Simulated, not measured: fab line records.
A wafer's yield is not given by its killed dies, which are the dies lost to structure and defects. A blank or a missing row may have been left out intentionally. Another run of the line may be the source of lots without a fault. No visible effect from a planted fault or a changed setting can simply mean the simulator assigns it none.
fab line records ; flow sky130
record lots=24; wafers=72; last_day=50
route steps=708 shown VIA2@529 CAPM@537 VIA3@586 METAL4@598
lots that met no fault: from a run of the same line without faults
start_h: start of the lot's first displayed wafer, in hours after the record's first day ; wait_h: hours elapsed since this lot's preceding step ; " the same as in the row above ; L1.1+2: a row that stands for several wafers ; - value missing, or start not given ; * or withheld: withheld ; < > ~ a bound
route shown NAME@n: NAME is a module with steps in the file, n the number in the route of the first one ; usual: mean and standard deviation over wafers with no fault ; same: alike in all rows ; chamber/n: place in a boat ; sites: per-site readings ; _std_site: how widely they spread, as a standard deviation ; _edge_site: inner sites' mean taken away from outer sites' mean ; radius_mm: for every site, how far away it sits from the centre of the wafer ; mask NAME#n: copy n ; behind: the tool/chamber that last shaped the wafer ; hold: reason for holding the lot/hours on hold/outcome of the hold ; device: whichever transistor did not switch (one of n, p or np) ; end of line: the route-end tests of the same wafers ; for a step that has no rows: nothing shown but its recipe ; killed: dies lost to structure and defects at the first sort, not the wafer's yield ; map: a wafer's dies, x killed, . not, _ none there
set.NAME: setting as actually run; set.NAME@STEP: the setting as run at that earlier step ; model.NAME: the simulator's own value behind a step, which no gauge read
steps of the route over a sample of lots; a table a step, a row a wafer
services: the hour from which a tool's chamber was out of use, counted from the record's first day as start_h (under 0 if before that day), plus the number of hours and why
## steps
# step SKY_VIA2_RS_MEAS_22
# recipe thk_meas_gauge=four-point-probe; reads=W_of_VIA2_CVD_21+TiN_of_VIA2_SPUTTER_20
# usual VIA2_W_RS=0.2736/0.0023
lot.wafer;tool;chamber;start_h;wait_h;VIA2_W_RS[ohm/sq]
L074.3;film_metro-04;-;856.88;0.1;0.2718
L074.5;film_metro-04;-;856.88;0.1;0.2776
L074.6;film_metro-04;-;856.88;0.1;0.2760
L075.2;film_metro-03;-;857.21;0.1;0.2733
L075.3;film_metro-03;-;857.21;0.1;0.2729
L075.5;film_metro-03;-;857.21;0.1;0.2742
L076.1;film_metro-01;-;865.96;0.1;0.2735
L076.3;film_metro-01;-;865.96;0.1;0.2741
L076.4;film_metro-01;-;865.96;0.1;0.2714
L077.2;film_metro-01;-;867.28;0.1;0.2725
L077.3;film_metro-01;-;867.28;0.1;0.2727
L077.4;film_metro-01;-;867.28;0.1;0.2765
L078.1;film_metro-01;-;885.50;0.1;0.2718
L078.2;film_metro-01;-;885.50;0.1;0.2716
L078.6;film_metro-01;-;885.50;0.1;0.2742
L079.1;film_metro-01;-;886.60;0.1;0.2719
L079.5;film_metro-01;-;886.60;0.1;0.2694
L079.6;film_metro-01;-;886.60;0.1;0.2748
L081.1;film_metro-04;-;898.29;0.1;0.2719
L081.3;film_metro-04;-;898.29;0.1;0.2743
L081.6;film_metro-04;-;898.29;0.1;0.2777
L080.1;film_metro-03;-;900.05;0.1;0.2748
L080.2;film_metro-03;-;900.05;0.1;0.2716
L080.5;film_metro-03;-;900.05;0.1;0.2702
L082.3;film_metro-03;-;909.48;0.1;0.2718
L082.4;film_metro-03;-;909.48;0.1;0.2728
L082.6;film_metro-03;-;909.48;0.1;0.2749
L083.3;film_metro-01;-;910.96;0.1;0.2750
L083.5;film_metro-01;-;910.96;0.1;0.2741
L083.6;film_metro-01;-;910.96;0.1;0.2739
L084.1;film_metro-01;-;913.23;0.1;0.2731
L084.2;film_metro-01;-;913.23;0.1;0.2721
L084.3;film_metro-01;-;913.23;0.1;0.2710
L088.2;film_metro-01;-;943.48;0.1;0.2737
L088.4;film_metro-01;-;943.48;0.1;0.2729
L088.6;film_metro-01;-;943.48;0.1;0.2699
L087.1;film_metro-04;-;946.26;0.1;0.2750
L087.2;film_metro-04;-;946.26;0.1;0.2738
L087.5;film_metro-04;-;946.26;0.1;0.2708
L085.1;film_metro-03;-;948.29;0.1;0.2745
L085.2;film_metro-03;-;948.29;0.1;0.2717
L085.5;film_metro-03;-;948.29;0.1;0.2719
L086.4;film_metro-01;-;948.61;0.1;0.2731
L086.5;film_metro-01;-;948.61;0.1;0.2728
L086.6;film_metro-01;-;948.61;0.1;0.2741
L089.1;film_metro-01;-;960.50;0.1;0.2740
L089.2;film_metro-01;-;960.50;0.1;0.2750
L089.6;film_metro-01;-;960.50;0.1;0.2749
L090.2;film_metro-03;-;966.44;0.1;0.2739
L090.3;film_metro-03;-;966.44;0.1;0.2728
L090.6;film_metro-03;-;966.44;0.1;0.2754
L091.2;film_metro-01;-;976.23;0.1;0.2769
L091.3;film_metro-01;-;976.23;0.1;0.2781
L091.5;film_metro-01;-;976.23;0.1;0.2776
L092.1;film_metro-01;-;980.95;0.1;0.2759
L092.2;film_metro-01;-;980.95;0.1;0.2717
L092.6;film_metro-01;-;980.95;0.1;0.2713
L093.1;film_metro-04;-;981.19;0.1;0.2743
L093.2;film_metro-04;-;981.19;0.1;0.2719
L093.6;film_metro-04;-;981.19;0.1;0.2737
L094.1;film_metro-01;-;986.20;0.1;0.2760
L094.2;film_metro-01;-;986.20;0.1;0.2769
L094.4;film_metro-01;-;986.20;0.1;0.2795
L095.1;film_metro-04;-;999.52;0.1;0.2718
L095.2;film_metro-04;-;999.52;0.1;0.2750
L095.5;film_metro-04;-;999.52;0.1;0.2762
L096.3;film_metro-04;-;1007.30;0.1;0.2706
L096.5;film_metro-04;-;1007.30;0.1;0.2700
L096.6;film_metro-04;-;1007.30;0.1;0.2699
L097.2;film_metro-03;-;1009.81;0.1;0.2732
L097.4;film_metro-03;-;1009.81;0.1;0.2713
L097.5;film_metro-03;-;1009.81;0.1;0.2707
# step SKY_CAPM_CVD_00
# recipe material=SiO2; target_thk_nm=15.5; temp_c=400; time_s=withheld; rf_w=450
# usual heater_power_w=753/95
lot.wafer;tool;chamber;start_h;wait_h;heater_power_w
L074.3;pecvd-03;1;857.48;0.0;826
L074.5;pecvd-03;0;857.48;0.0;742
L074.6;pecvd-03;1;857.48;0.0;831
L075.2;pecvd-04;2;857.83;0.0;899
L075.3;pecvd-04;0;857.83;0.0;649
L075.5;pecvd-04;2;857.83;0.0;928
L076.1;pecvd-01;0;866.62;0.0;771
L076.3;pecvd-01;2;866.62;0.0;681
L076.4;pecvd-01;0;866.62;0.0;754
L077.2;pecvd-04;1;867.90;0.0;878
L077.3;pecvd-04;2;867.90;0.0;808
L077.4;pecvd-04;2;867.90;0.0;819
L078.1;pecvd-01;0;886.13;0.0;639
L078.2;pecvd-01;1;886.13;0.0;771
L078.6;pecvd-01;2;886.13;0.0;711
L079.1;pecvd-04;0;887.23;0.0;659
L079.5;pecvd-04;2;887.23;0.0;786
L079.6;pecvd-04;0;887.23;0.0;664
L081.1;pecvd-04;1;898.94;0.0;770
L081.3;pecvd-04;2;898.94;0.0;901
L081.6;pecvd-04;2;898.94;0.0;899
L080.1;pecvd-03;0;900.70;0.0;736
L080.2;pecvd-03;1;900.70;0.0;820
L080.5;pecvd-03;0;900.70;0.0;719
L082.3;pecvd-01;1;910.08;0.0;774
L082.4;pecvd-01;2;910.08;0.0;718
L082.6;pecvd-01;1;910.08;0.0;747
L083.3;pecvd-04;0;911.55;0.0;631
L083.5;pecvd-04;0;911.55;0.0;646
L083.6;pecvd-04;2;911.55;0.0;830
L084.1;pecvd-01;1;913.86;0.0;745
L084.2;pecvd-01;0;913.86;0.0;753
L084.3;pecvd-01;2;913.86;0.0;653
L088.2;pecvd-04;1;944.10;0.0;796
L088.4;pecvd-04;0;944.10;0.0;557
L088.6;pecvd-04;1;944.10;0.0;761
L087.1;pecvd-03;2;946.89;0.0;727
L087.2;pecvd-03;0;946.89;0.0;655
L087.5;pecvd-03;2;946.89;0.0;724
L085.1;pecvd-01;0;949.00;0.0;702
L085.2;pecvd-01;2;949.00;0.0;755
L085.5;pecvd-01;0;949.00;0.0;697
L086.4;pecvd-03;0;949.31;0.0;704
L086.5;pecvd-03;1;949.31;0.0;880
L086.6;pecvd-03;2;949.31;0.0;689
L089.1;pecvd-04;1;961.14;0.0;903
L089.2;pecvd-04;2;961.14;0.0;790
L089.6;pecvd-04;1;961.14;0.0;905
L090.2;pecvd-03;0;967.06;0.0;625
L090.3;pecvd-03;1;967.06;0.0;868
L090.6;pecvd-03;0;967.06;0.0;637
L091.2;pecvd-03;2;976.85;0.0;664
L091.3;pecvd-03;1;976.85;0.0;734
L091.5;pecvd-03;1;976.85;0.0;740
L092.1;pecvd-03;1;981.58;0.0;854
L092.2;pecvd-03;0;981.58;0.0;739
L092.6;pecvd-03;1;981.58;0.0;877
L093.1;pecvd-04;0;981.82;0.0;634
L093.2;pecvd-04;1;981.82;0.0;799
L093.6;pecvd-04;2;981.82;0.0;847
L094.1;pecvd-01;0;986.83;0.0;730
L094.2;pecvd-01;2;986.83;0.0;604
L094.4;pecvd-01;2;986.83;0.0;605
L095.1;pecvd-04;1;1000.16;0.0;919
L095.2;pecvd-04;0;1000.16;0.0;616
L095.5;pecvd-04;2;1000.16;0.0;890
L096.3;pecvd-03;2;1007.90;0.0;726
L096.5;pecvd-03;1;1007.90;0.0;848
L096.6;pecvd-03;2;1007.90;0.0;738
L097.2;pecvd-04;2;1010.42;0.0;902
L097.4;pecvd-04;2;1010.42;0.0;899
L097.5;pecvd-04;0;1010.42;0.0;635
# step SKY_CAPM_SPUTTER_02
# recipe material=TiN; target_thk_nm=200; temp_c=300; power_w=6500; time_s=166.7; chamber_pressure_pa=0.4
# usual cathode_dc_power_W=6500.0/1.2; chamber_pressure_pa=0.4001/0.00084; throttle_valve_pct=29.7/0.84
lot.wafer;tool;chamber;start_h;wait_h;cathode_dc_power_W;chamber_pressure_pa;throttle_valve_pct
L074.3;pvd_sputter-02;-;857.56;0.0;6501.6;0.4014;29.6
L074.5;pvd_sputter-02;-;857.56;0.0;6498.9;0.4018;29.3
L074.6;pvd_sputter-02;-;857.56;0.0;6499.1;0.4001;30.0
L075.2;pvd_sputter-04;-;857.92;0.0;6500.9;0.3981;29.6
L075.3;pvd_sputter-04;-;857.92;0.0;6501.6;0.4005;31.4
L075.5;pvd_sputter-04;-;857.92;0.0;6499.0;0.4009;31.2
L076.1;pvd_sputter-02;-;866.71;0.1;6500.9;0.4005;29.1
L076.3;pvd_sputter-02;-;866.71;0.1;6499.9;0.3989;29.9
L076.4;pvd_sputter-02;-;866.71;0.1;6499.7;0.3995;28.3
L077.2;pvd_sputter-02;-;867.98;0.0;6499.5;0.4003;30.1
L077.3;pvd_sputter-02;-;867.98;0.0;6500.0;0.3990;29.8
L077.4;pvd_sputter-02;-;867.98;0.0;6499.6;0.3998;29.3
L078.1;pvd_sputter-04;-;886.22;0.1;6498.5;0.4007;29.9
L078.2;pvd_sputter-04;-;886.22;0.1;6499.9;0.4006;30.7
L078.6;pvd_sputter-04;-;886.22;0.1;6500.9;0.4001;28.4
L079.1;pvd_sputter-02;-;887.31;0.1;6497.8;0.3982;29.6
L079.5;pvd_sputter-02;-;887.31;0.1;6500.9;0.4001;30.3
L079.6;pvd_sputter-02;-;887.31;0.1;6498.8;0.3993;29.3
L081.1;pvd_sputter-02;-;899.03;0.1;6502.6;0.4008;30.0
L081.3;pvd_sputter-02;-;899.03;0.1;6498.9;0.4000;28.3
L081.6;pvd_sputter-02;-;899.03;0.1;6500.5;0.3993;28.2
L080.1;pvd_sputter-02;-;900.78;0.1;6499.8;0.4014;29.3
L080.2;pvd_sputter-02;-;900.78;0.1;6499.9;0.4000;30.1
L080.5;pvd_sputter-02;-;900.78;0.1;6498.2;0.4000;30.0
L082.3;pvd_sputter-02;-;910.16;0.0;6498.3;0.4001;30.3
L082.4;pvd_sputter-02;-;910.16;0.0;6498.6;0.4006;29.0
L082.6;pvd_sputter-02;-;910.16;0.0;6500.3;0.4000;30.2
L083.3;pvd_sputter-02;-;911.64;0.0;6499.4;0.3995;29.5
L083.5;pvd_sputter-02;-;911.64;0.0;6499.8;0.4003;29.2
L083.6;pvd_sputter-02;-;911.64;0.0;6499.2;0.4006;30.0
L084.1;pvd_sputter-02;-;913.94;0.1;6502.3;0.4002;29.1
L084.2;pvd_sputter-02;-;913.94;0.1;6500.8;0.3991;28.4
L084.3;pvd_sputter-02;-;913.94;0.1;6500.3;0.4005;29.7
L088.2;pvd_sputter-04;-;944.18;0.0;6501.4;0.4010;31.2
L088.4;pvd_sputter-04;-;944.18;0.0;6500.9;0.4007;30.4
L088.6;pvd_sputter-04;-;944.18;0.0;6501.1;0.4011;30.4
L087.1;pvd_sputter-04;-;946.98;0.1;6501.8;0.4011;31.4
L087.2;pvd_sputter-04;-;946.98;0.1;6501.5;0.4002;28.9
L087.5;pvd_sputter-04;-;946.98;0.1;6500.5;0.4005;30.6
L085.1;pvd_sputter-03;-;949.08;0.1;6500.6;0.4003;30.5
L085.2;pvd_sputter-03;-;949.08;0.1;6498.5;0.4002;30.2
L085.5;pvd_sputter-03;-;949.08;0.1;6500.1;0.4006;30.3
L086.4;pvd_sputter-04;-;949.38;0.0;6499.2;0.3996;30.4
L086.5;pvd_sputter-04;-;949.38;0.0;6499.8;0.4003;28.6
L086.6;pvd_sputter-04;-;949.38;0.0;6499.2;0.4014;29.7
L089.1;pvd_sputter-02;-;961.22;0.1;6499.8;0.3995;29.8
L089.2;pvd_sputter-02;-;961.22;0.1;6500.4;0.4002;29.5
L089.6;pvd_sputter-02;-;961.22;0.1;6499.4;0.3995;30.1
L090.2;pvd_sputter-02;-;967.14;0.0;6500.4;0.4011;30.0
L090.3;pvd_sputter-02;-;967.14;0.0;6499.5;0.4018;30.2
L090.6;pvd_sputter-02;-;967.14;0.0;6498.7;0.4011;28.3
L091.2;pvd_sputter-04;-;976.93;0.0;6500.1;0.4002;30.5
L091.3;pvd_sputter-04;-;976.93;0.0;6499.3;0.3992;31.1
L091.5;pvd_sputter-04;-;976.93;0.0;6500.7;0.3998;30.3
L092.1;pvd_sputter-02;-;981.66;0.1;6499.9;0.3999;30.0
L092.2;pvd_sputter-02;-;981.66;0.1;6498.8;0.3991;30.0
L092.6;pvd_sputter-02;-;981.66;0.1;6498.9;0.4004;29.3
L093.1;pvd_sputter-04;-;981.90;0.1;6500.4;0.3995;28.6
L093.2;pvd_sputter-04;-;981.90;0.1;6499.0;0.3996;31.1
L093.6;pvd_sputter-04;-;981.90;0.1;6500.4;0.3989;30.9
L094.1;pvd_sputter-02;-;986.91;0.1;6500.2;0.4001;29.9
L094.2;pvd_sputter-02;-;986.91;0.1;6500.5;0.3991;29.0
L094.4;pvd_sputter-02;-;986.91;0.1;6498.4;0.4007;28.2
L095.1;pvd_sputter-04;-;1000.24;0.1;6500.8;0.4009;29.7
L095.2;pvd_sputter-04;-;1000.24;0.1;6498.1;0.4013;31.1
L095.5;pvd_sputter-04;-;1000.24;0.1;6500.5;0.4008;28.6
L096.3;pvd_sputter-02;-;1007.98;0.0;6500.5;0.4013;30.0
L096.5;pvd_sputter-02;-;1007.98;0.0;6498.8;0.4018;29.9
L096.6;pvd_sputter-02;-;1007.98;0.0;6499.0;0.4002;28.4
L097.2;pvd_sputter-03;-;1010.50;0.0;6500.5;0.4005;30.2
L097.4;pvd_sputter-03;-;1010.50;0.0;6500.0;0.4000;30.1
L097.5;pvd_sputter-03;-;1010.50;0.0;6501.3;0.4011;30.4
# step SKY_CAPM_RS_MEAS_03
# recipe thk_meas_gauge=four-point-probe; reads=TiN_of_CAPM_SPUTTER_02
# usual CAPM_TIN_RS=6.93/0.067
lot.wafer;tool;chamber;start_h;wait_h;CAPM_TIN_RS[ohm/sq]
L074.3;film_metro-01;-;857.71;0.1;6.99
L074.5;film_metro-01;-;857.71;0.1;7.01
L074.6;film_metro-01;-;857.71;0.1;7.04
L075.2;film_metro-01;-;858.05;0.1;7.01
L075.3;film_metro-01;-;858.05;0.1;6.96
L075.5;film_metro-01;-;858.05;0.1;7.02
L076.1;film_metro-01;-;866.82;0.1;6.93
L076.3;film_metro-01;-;866.82;0.1;6.97
L076.4;film_metro-01;-;866.82;0.1;6.91
L077.2;film_metro-01;-;868.11;0.1;6.95
L077.3;film_metro-01;-;868.11;0.1;6.97
L077.4;film_metro-01;-;868.11;0.1;6.92
L078.1;film_metro-02;-;886.33;0.1;6.95
L078.2;film_metro-02;-;886.33;0.1;6.99
L078.6;film_metro-02;-;886.33;0.1;7.04
L079.1;film_metro-02;-;887.42;0.1;6.84
L079.5;film_metro-02;-;887.42;0.1;6.84
L079.6;film_metro-02;-;887.42;0.1;6.84
L081.1;film_metro-02;-;899.14;0.1;6.87
L081.3;film_metro-02;-;899.14;0.1;6.81
L081.6;film_metro-02;-;899.14;0.1;6.74
L080.1;film_metro-01;-;900.89;0.1;7.01
L080.2;film_metro-01;-;900.89;0.1;7.04
L080.5;film_metro-01;-;900.89;0.1;7.02
L082.3;film_metro-02;-;910.31;0.1;6.93
L082.4;film_metro-02;-;910.31;0.1;6.93
L082.6;film_metro-02;-;910.31;0.1;6.90
L083.3;film_metro-02;-;911.78;0.1;6.80
L083.5;film_metro-02;-;911.78;0.1;6.83
L083.6;film_metro-02;-;911.78;0.1;6.87
L084.1;film_metro-01;-;914.05;0.1;6.89
L084.2;film_metro-01;-;914.05;0.1;6.83
L084.3;film_metro-01;-;914.05;0.1;6.89
L088.2;film_metro-01;-;944.31;0.1;6.97
L088.4;film_metro-01;-;944.31;0.1;7.01
L088.6;film_metro-01;-;944.31;0.1;6.97
L087.1;film_metro-03;-;947.08;0.1;6.88
L087.2;film_metro-03;-;947.08;0.1;6.91
L087.5;film_metro-03;-;947.08;0.1;6.94
L085.1;film_metro-01;-;949.19;0.1;6.84
L085.2;film_metro-01;-;949.19;0.1;6.82
L085.5;film_metro-01;-;949.19;0.1;6.92
L086.4;film_metro-01;-;949.55;0.1;7.01
L086.5;film_metro-01;-;949.55;0.1;6.96
L086.6;film_metro-01;-;949.55;0.1;6.96
L089.1;film_metro-03;-;961.44;0.1;6.88
L089.2;film_metro-03;-;961.44;0.1;6.90
L089.6;film_metro-03;-;961.44;0.1;6.85
L090.2;film_metro-02;-;967.27;0.1;6.92
L090.3;film_metro-02;-;967.27;0.1;6.92
L090.6;film_metro-02;-;967.27;0.1;6.93
L091.2;film_metro-01;-;977.06;0.1;6.95
L091.3;film_metro-01;-;977.06;0.1;6.92
L091.5;film_metro-01;-;977.06;0.1;6.98
L092.1;film_metro-03;-;981.77;0.1;6.91
L092.2;film_metro-03;-;981.77;0.1;6.91
L092.6;film_metro-03;-;981.77;0.1;6.94
L093.1;film_metro-02;-;982.01;0.1;6.87
L093.2;film_metro-02;-;982.01;0.1;6.94
L093.6;film_metro-02;-;982.01;0.1;6.83
L094.1;film_metro-01;-;987.02;0.1;6.94
L094.2;film_metro-01;-;987.02;0.1;7.04
L094.4;film_metro-01;-;987.02;0.1;7.03
L095.1;film_metro-03;-;1000.35;0.1;6.99
L095.2;film_metro-03;-;1000.35;0.1;6.99
L095.5;film_metro-03;-;1000.35;0.1;7.06
L096.3;film_metro-03;-;1008.13;0.1;6.96
L096.5;film_metro-03;-;1008.13;0.1;6.95
L096.6;film_metro-03;-;1008.13;0.1;6.96
L097.2;film_metro-01;-;1010.63;0.1;6.83
L097.4;film_metro-01;-;1010.63;0.1;6.89
L097.5;film_metro-01;-;1010.63;0.1;6.86
# step SKY_VIA3_OVL_MEAS_13
# usual VIA3_OVL=-2/5.9
lot.wafer;tool;chamber;start_h;wait_h;VIA3_OVL[nm]
L074.3;overlay-01;-;935.55;0.1;6
L074.5;overlay-01;-;935.55;0.1;6
L074.6;overlay-01;-;935.55;0.1;1
L075.2;overlay-01;-;935.89;0.1;-7
L075.3;overlay-01;-;935.89;0.1;-15
L075.5;overlay-01;-;935.89;0.1;-2
L076.1;overlay-01;-;945.89;0.1;2
L076.3;overlay-01;-;945.89;0.1;11
L076.4;overlay-01;-;945.89;0.1;-2
L077.2;overlay-01;-;946.19;0.1;-7
L077.3;overlay-01;-;946.19;0.1;-5
L077.4;overlay-01;-;946.19;0.1;-8
L078.1;overlay-01;-;962.34;0.1;-2
L078.2;overlay-01;-;962.34;0.1;-12
L078.6;overlay-01;-;962.34;0.1;-10
L079.1;overlay-02;-;963.75;0.1;0
L079.5;overlay-02;-;963.75;0.1;1
L079.6;overlay-02;-;963.75;0.1;7
L081.1;overlay-01;-;975.58;0.1;9
L081.3;overlay-01;-;975.58;0.1;4
L081.6;overlay-01;-;975.58;0.1;-2
L080.1;overlay-01;-;975.89;0.1;-2
L080.2;overlay-01;-;975.89;0.1;7
L080.5;overlay-01;-;975.89;0.1;-2
L082.3;overlay-01;-;984.76;0.1;8
L082.4;overlay-01;-;984.76;0.1;2
L082.6;overlay-01;-;984.76;0.1;0
L083.3;overlay-01;-;987.16;0.1;-10
L083.5;overlay-01;-;987.16;0.1;-6
L083.6;overlay-01;-;987.16;0.1;-5
L084.1;overlay-02;-;988.95;0.1;-7
L084.2;overlay-02;-;988.95;0.1;-11
L084.3;overlay-02;-;988.95;0.1;-11
L088.2;overlay-02;-;1016.79;0.1;-9
L088.4;overlay-02;-;1016.79;0.1;-13
L088.6;overlay-02;-;1016.79;0.1;-9
L087.1;overlay-02;-;1020.24;0.1;-6
L087.2;overlay-02;-;1020.24;0.1;-5
L087.5;overlay-02;-;1020.24;0.1;-3
L085.1;overlay-02;-;1021.10;0.1;0
L085.2;overlay-02;-;1021.10;0.1;-1
L085.5;overlay-02;-;1021.10;0.1;0
L086.4;overlay-02;-;1022.27;0.1;-6
L086.5;overlay-02;-;1022.27;0.1;-8
L086.6;overlay-02;-;1022.27;0.1;-6
L089.1;overlay-02;-;1033.49;0.1;8
L089.2;overlay-02;-;1033.49;0.1;2
L089.6;overlay-02;-;1033.49;0.1;3
L090.2;overlay-02;-;1038.85;0.1;-10
L090.3;overlay-02;-;1038.85;0.1;-12
L090.6;overlay-02;-;1038.85;0.1;-5
L091.2;overlay-01;-;1047.90;0.1;0
L091.3;overlay-01;-;1047.90;0.1;8
L091.5;overlay-01;-;1047.90;0.1;4
L092.1;overlay-01;-;1052.99;0.1;4
L092.2;overlay-01;-;1052.99;0.1;-3
L092.6;overlay-01;-;1052.99;0.1;0
L093.1;overlay-02;-;1053.39;0.1;5
L093.2;overlay-02;-;1053.39;0.1;-4
L093.6;overlay-02;-;1053.39;0.1;-7
L094.1;overlay-01;-;1055.29;0.1;-1
L094.2;overlay-01;-;1055.29;0.1;-2
L094.4;overlay-01;-;1055.29;0.1;-3
L095.1;overlay-02;-;1068.99;0.1;7
L095.2;overlay-02;-;1068.99;0.1;2
L095.5;overlay-02;-;1068.99;0.1;8
L096.3;overlay-02;-;1077.15;0.1;-6
L096.5;overlay-02;-;1077.15;0.1;-3
L096.6;overlay-02;-;1077.15;0.1;-11
L097.2;overlay-01;-;1079.65;0.1;-1
L097.4;overlay-01;-;1079.65;0.1;-3
L097.5;overlay-01;-;1079.65;0.1;4
# step SKY_METAL4_SPUTTER_00
# recipe material=Ti; target_thk_nm=15; power_w=3000; time_s=10; chamber_pressure_pa=0.4
# usual cathode_dc_power_W=3000.0/0.53; chamber_pressure_pa=0.4001/0.0008; throttle_valve_pct=30.0/0.94
lot.wafer;tool;chamber;start_h;wait_h;cathode_dc_power_W;chamber_pressure_pa;throttle_valve_pct
L074.3;pvd_sputter-02;-;936.97;0.2;3000.5;0.4004;29.9
L074.5;pvd_sputter-02;-;936.97;0.2;3000.1;0.4001;29.9
L074.6;pvd_sputter-02;-;936.97;0.2;2999.9;0.4004;29.3
L075.2;pvd_sputter-01;-;937.28;0.1;2999.5;0.4006;31.8
L075.3;pvd_sputter-01;-;937.28;0.1;2999.7;0.3987;30.3
L075.5;pvd_sputter-01;-;937.28;0.1;3001.1;0.3998;30.4
L076.1;pvd_sputter-02;-;947.28;0.2;3000.3;0.3998;29.2
L076.3;pvd_sputter-02;-;947.28;0.2;2999.4;0.3999;30.0
L076.4;pvd_sputter-02;-;947.28;0.2;3000.4;0.3999;30.0
L077.2;pvd_sputter-01;-;947.61;0.1;2999.9;0.4000;30.1
L077.3;pvd_sputter-01;-;947.61;0.1;2999.0;0.4015;31.4
L077.4;pvd_sputter-01;-;947.61;0.1;2999.5;0.4006;29.8
L078.1;pvd_sputter-04;-;963.73;0.1;2999.9;0.4006;28.8
L078.2;pvd_sputter-04;-;963.73;0.1;3000.2;0.3983;29.7
L078.6;pvd_sputter-04;-;963.73;0.1;3000.0;0.4009;28.9
L079.1;pvd_sputter-04;-;965.14;0.2;2999.4;0.4002;28.9
L079.5;pvd_sputter-04;-;965.14;0.2;2999.8;0.4008;29.8
L079.6;pvd_sputter-04;-;965.14;0.2;2999.6;0.3992;30.5
L081.1;pvd_sputter-02;-;977.02;0.2;3000.6;0.4009;29.9
L081.3;pvd_sputter-02;-;977.02;0.2;3000.4;0.3999;29.4
L081.6;pvd_sputter-02;-;977.02;0.2;3000.3;0.4013;28.2
L080.1;pvd_sputter-04;-;977.39;0.2;3000.1;0.4012;30.7
L080.2;pvd_sputter-04;-;977.39;0.2;2999.7;0.4004;31.2
L080.5;pvd_sputter-04;-;977.39;0.2;3000.4;0.4001;30.6
L082.3;pvd_sputter-01;-;986.18;0.1;2999.4;0.4006;31.4
L082.4;pvd_sputter-01;-;986.18;0.1;2999.9;0.3998;31.4
L082.6;pvd_sputter-01;-;986.18;0.1;2999.2;0.3999;31.5
L083.3;pvd_sputter-01;-;988.80;0.1;2999.7;0.4006;31.4
L083.5;pvd_sputter-01;-;988.80;0.1;3000.8;0.3996;30.2
L083.6;pvd_sputter-01;-;988.80;0.1;2999.7;0.4010;31.1
L084.1;pvd_sputter-02;-;990.41;0.2;2999.6;0.4006;28.2
L084.2;pvd_sputter-02;-;990.41;0.2;3000.1;0.3993;29.4
L084.3;pvd_sputter-02;-;990.41;0.2;2999.7;0.3995;29.9
L088.2;pvd_sputter-04;-;1018.18;0.2;2999.7;0.4001;31.3
L088.4;pvd_sputter-04;-;1018.18;0.2;3000.6;0.4000;30.5
L088.6;pvd_sputter-04;-;1018.18;0.2;2999.2;0.3997;29.6
L087.1;pvd_sputter-04;-;1021.94;0.1;3000.4;0.3999;30.6
L087.2;pvd_sputter-04;-;1021.94;0.1;3000.2;0.4003;28.9
L087.5;pvd_sputter-04;-;1021.94;0.1;3000.8;0.4015;28.8
L085.1;pvd_sputter-01;-;1022.52;0.2;3000.4;0.4010;31.6
L085.2;pvd_sputter-01;-;1022.52;0.2;2999.9;0.4004;30.0
L085.5;pvd_sputter-01;-;1022.52;0.2;3000.2;0.4000;30.5
L086.4;pvd_sputter-04;-;1023.83;0.1;3000.2;0.4016;28.4
L086.5;pvd_sputter-04;-;1023.83;0.1;2999.2;0.4013;29.8
L086.6;pvd_sputter-04;-;1023.83;0.1;3000.2;0.4003;30.5
L089.1;pvd_sputter-02;-;1034.91;0.1;2999.1;0.3991;30.2
L089.2;pvd_sputter-02;-;1034.91;0.1;3000.3;0.4017;30.0
L089.6;pvd_sputter-02;-;1034.91;0.1;2999.9;0.3999;28.2
L090.2;pvd_sputter-01;-;1040.33;0.1;3000.6;0.3992;31.8
L090.3;pvd_sputter-01;-;1040.33;0.1;2999.9;0.4008;31.5
L090.6;pvd_sputter-01;-;1040.33;0.1;2999.9;0.3996;31.7
L091.2;pvd_sputter-04;-;1049.39;0.1;2999.8;0.3996;29.0
L091.3;pvd_sputter-04;-;1049.39;0.1;3000.5;0.4008;31.2
L091.5;pvd_sputter-04;-;1049.39;0.1;3000.3;0.3995;29.7
L092.1;pvd_sputter-04;-;1054.40;0.1;3000.2;0.3999;29.6
L092.2;pvd_sputter-04;-;1054.40;0.1;3000.9;0.3994;29.0
L092.6;pvd_sputter-04;-;1054.40;0.1;3000.1;0.4000;30.4
L093.1;pvd_sputter-02;-;1054.78;0.1;3001.1;0.4005;29.2
L093.2;pvd_sputter-02;-;1054.78;0.1;3000.7;0.3985;29.5
L093.6;pvd_sputter-02;-;1054.78;0.1;3000.5;0.4011;28.7
L094.1;pvd_sputter-04;-;1056.72;0.1;2999.7;0.3985;29.5
L094.2;pvd_sputter-04;-;1056.72;0.1;3000.0;0.3999;28.6
L094.4;pvd_sputter-04;-;1056.72;0.1;3000.1;0.4000;30.5
L095.1;pvd_sputter-02;-;1070.38;0.1;2999.8;0.4007;29.9
L095.2;pvd_sputter-02;-;1070.38;0.1;2999.2;0.3984;29.6
L095.5;pvd_sputter-02;-;1070.38;0.1;2999.9;0.3994;29.8
L096.3;pvd_sputter-02;-;1078.54;0.2;2999.4;0.3997;29.3
L096.5;pvd_sputter-02;-;1078.54;0.2;3000.4;0.4003;28.3
L096.6;pvd_sputter-02;-;1078.54;0.2;3000.2;0.3996;30.2
L097.2;pvd_sputter-04;-;1081.04;0.2;3000.1;0.3984;30.5
L097.4;pvd_sputter-04;-;1081.04;0.2;2999.8;0.3993;29.6
L097.5;pvd_sputter-04;-;1081.04;0.2;3000.4;0.3997;30.2
## services
tool;chamber;start_h;hours;kind
pvd_sputter-02;-;837.47;10.3;repair
pvd_sputter-04;-;843.62;0.5;repair
pvd_sputter-02;-;880.16;4.3;repair
pvd_sputter-02;-;892.28;0.5;repair
pecvd-04;0;897.66;5.5;scheduled_down
pvd_sputter-04;-;905.67;3.5;repair
pecvd-04;-;913.31;6.0;pm
pvd_sputter-02;-;919.71;5.0;repair
pvd_sputter-04;-;923.89;1.2;repair
pvd_sputter-02;-;938.01;8.6;repair
pecvd-04;1;957.90;2.1;scheduled_down
pvd_sputter-04;-;980.78;1.0;repair
pecvd-04;-;980.84;0.4;repair
pecvd-04;1;1016.92;2.2;repair
pecvd-01;0;1030.96;16.2;repair
pvd_sputter-04;-;1032.28;4.2;repair
pvd_sputter-02;1;1035.06;-;consumable_replace:kit
pvd_sputter-02;1;1035.06;18.0;scheduled_down
pvd_sputter-02;1;1035.06;18.0;vent_cycle
pvd_sputter-01;-;1036.32;1.5;repair
pvd_sputter-03;-;1061.05;2.2;repair
pecvd-04;-;1064.46;1.4;repair
pecvd-04;-;1066.65;5.5;pm
pecvd-03;0;1073.84;4.2;repair
## key
fault none
